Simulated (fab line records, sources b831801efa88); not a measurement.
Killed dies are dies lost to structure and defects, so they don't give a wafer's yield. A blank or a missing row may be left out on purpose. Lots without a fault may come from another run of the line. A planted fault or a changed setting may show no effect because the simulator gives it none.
One fault seen from 2 desks | flow gf180mcu | each desk has only its own numbers; what lay behind them comes last

THE TOOL OWNER'S DESK: litho_track-04
The tool's own readings at GF_V1_SOFTBAKE_10 (time 60 s): means of the sampled wafers that have a number, for each lot that ran on this tool. A lot is out of limits, marked OUT, if its mean lies more than 4 standard deviations from the usual mean; the brackets give that distance.
Columns: A = heater_power_total_W at GF_V1_SOFTBAKE_10, usual 93.05 W; B = run_length_s at GF_V1_SOFTBAKE_10, usual 89.18 s
lot  | first seen here | A               | B
L795 | day 19 00:00    | 93.01           | 89.20
L800 | day 21 10:00    | 93.02           | 89.13
L801 | day 21 17:00    | 93.03           | 89.21
L808 | day 24 08:00    | 98.52 (+94) OUT | 80.56 (-48) OUT
L810 | day 24 13:00    | 98.55 (+95) OUT | 80.48 (-48) OUT
L811 | day 24 20:00    | 98.55 (+95) OUT | 80.49 (-48) OUT
This desk's finding: out of limits on L808, L810, L811; first on L808, day 24 08:00 (heater_power_total_W at GF_V1_SOFTBAKE_10). In limits: L795, L800, L801.

THE METROLOGY DESK
What the gauges read, lot by lot, whatever tool the lot ran on: means of the sampled wafers that have a number. A lot is out of limits, marked OUT, if its mean lies more than 4 standard deviations from the usual mean; the brackets give that distance.
Columns: A = CONTACT_W_RS at GF_CONTACT_RS_MEAS_25, usual 0.384 ohm/sq; B = M1_ALCU_THK at GF_M1_THK_MEAS_06, usual 448 nm; C = cd_nm at GF_M1_CD_MEAS_14, usual 229.7 nm; D = cd_nm at GF_V1_CD_MEAS_14, usual 260.3 nm
lot  | first seen here | A     | B   | C     | D
L792 | day 16 19:31    | 0.374 | 452 | 230.8 | 259.1
L795 | day 17 10:55    | 0.388 | 451 | 228.4 | 260.9
L797 | day 18 07:25    | 0.382 | 442 | 230.0 | 261.8
L798 | day 19 04:56    | 0.385 | 444 | 231.3 | 260.8
L799 | day 19 08:08    | 0.388 | 449 | 230.2 | 260.0
L800 | day 19 21:12    | 0.385 | 440 | 229.1 | 259.5
L801 | day 20 03:07    | 0.393 | 454 | 229.6 | 260.4
L802 | day 20 15:45    | 0.383 | 452 | 228.7 | 260.5
L808 | day 22 20:32    | 0.383 | 450 | 229.4 | 259.7
L810 | day 23 01:35    | 0.393 | 442 | 227.8 | 258.6
L811 | day 23 08:23    | 0.383 | 445 | 230.3 | 258.4
L812 | day 23 15:19    | 0.390 | 452 | 230.2 | 260.3
L813 | day 23 21:59    | 0.386 | 447 | 228.6 | 259.4
L814 | day 24 01:23    | 0.381 | 448 | 230.8 | 260.5
This desk's finding: nothing out of limits on any of the 14 lots.

PUT TOGETHER
The tool owner's desk could have raised an alarm at day 24 08:00, on L808, L810, L811.
The metrology desk saw nothing out of limits.
The metrology desk has L808, L810, L811 on record, within its limits.
Of the lots named, all ran GF_V1_SOFTBAKE_10 on litho_track-04.

WHAT THE SIMULATOR HAD PUT IN
Process parameter drift: litho_track-04, from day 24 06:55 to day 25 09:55, at GF_V1_SOFTBAKE_10. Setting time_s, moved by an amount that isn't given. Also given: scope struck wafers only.
Lots struck among those shown: L808, L810, L811.
Hours from the fault's start to each desk's first reading out of limits: the tool owner's desk, 1.
